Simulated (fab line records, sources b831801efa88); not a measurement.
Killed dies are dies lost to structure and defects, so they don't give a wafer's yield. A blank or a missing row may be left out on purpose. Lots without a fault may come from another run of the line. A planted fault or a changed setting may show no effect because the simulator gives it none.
Which tool did it? | flow sky130 | 14 lots, 38 wafers sampled, at 2 steps of a route of 708

WHAT THE GAUGES READ, wafer by wafer
SKY_SD_N_RS_MEAS_18: measures by four-point-probe. Usual: RES_XHIGH_RS 333.6 ohm/sq, standard deviation 1.2.
lot  | measured     | on            | RES_XHIGH_RS (ohm/sq) | flag
L188 | day 27 17:10 | film_metro-04 | 334.9 334.8 333.8     |
L195 | day 30 09:38 | film_metro-04 | 334.9                 |
L194 | day 30 11:26 | film_metro-01 | 331.9                 |
L196 | day 30 18:31 | film_metro-01 | 332.5 332.9 331.7     |
L198 | day 32 05:12 | film_metro-03 | 334.1 335.0 336.1     |
L201 | day 32 09:47 | film_metro-04 | 333.9 334.9 335.9     |
L203 | day 32 16:07 | film_metro-04 | 334.5 335.4 334.1     |
L204 | day 33 03:26 | film_metro-04 | 333.9 334.5 332.9     |
L205 | day 33 07:19 | film_metro-03 | 333.7 331.6 332.9     |
L206 | day 33 17:26 | film_metro-04 | 332.9 333.6 334.3     |
L208 | day 34 05:32 | film_metro-04 | 334.8 333.5 334.2     |
L207 | day 34 08:40 | film_metro-01 | 332.3 331.9 331.6     |
L209 | day 34 10:14 | film_metro-04 | 333.9 331.7 333.6     |
L210 | day 35 01:09 | film_metro-04 | 333.2 334.4 334.1     |

SKY_LI_CONTACT_OVL_MEAS_13. Usual: LI_CONTACT_OVL -4 nm, standard deviation 5.5.
lot  | measured     | on         | LI_CONTACT_OVL (nm) | flag
L188 | day 28 23:14 | overlay-02 | 4 0 2               |
L195 | day 31 14:04 | overlay-01 | -9                  |
L194 | day 31 15:27 | overlay-02 | -7                  |
L196 | day 31 22:38 | overlay-02 | -8 -5 -4            |
L198 | day 33 08:53 | overlay-01 | -2 -3 1             |
L201 | day 33 14:02 | overlay-02 | -15 -9 -10          |
L203 | day 33 20:42 | overlay-02 | -7 -7 -4            |
L204 | day 34 06:51 | overlay-02 | -8 -7 -2            |
L205 | day 34 11:15 | overlay-01 | -10 -1 -9           |
L206 | day 34 20:24 | overlay-01 | 2 0 1               |
L208 | day 35 08:42 | overlay-02 | 8 2 4               |
L207 | day 35 12:23 | overlay-02 | -2 -5 -5            |
L209 | day 35 13:41 | overlay-01 | -9 -8 -9            |
L210 | day 36 04:59 | overlay-02 | -14 5 -4            |

WHICH TOOL RAN EACH LOT (tool, then ch and the chambers of the sampled wafers, then the start)
The record holds no process step before these readings.

WHAT THE TOOLS THEMSELVES READ (means of the sampled wafers that have a number; where no wafer has one, the mark that the record gives instead)
The record holds no such reading with a usual standard deviation.

THE ANSWER, worked out from the rows above alone
Rule: a lot is off if the mean of its wafers that have a number lies more than 3 standard deviations from the usual mean. A lot without any number at a reading at which 4 lots or more have one is off too. The other lots that the step has rows for count as sound. The gauges are gone through in route order, then the tools' own readings, and for those a lot's mean is taken as printed above. The first step at which some lot is off is used, and at that step the reading that is off furthest; a lot without a number counts as furthest.
No lot is off at any reading shown: from this, nothing can be told.

WHAT THE SIMULATOR HAD PUT IN
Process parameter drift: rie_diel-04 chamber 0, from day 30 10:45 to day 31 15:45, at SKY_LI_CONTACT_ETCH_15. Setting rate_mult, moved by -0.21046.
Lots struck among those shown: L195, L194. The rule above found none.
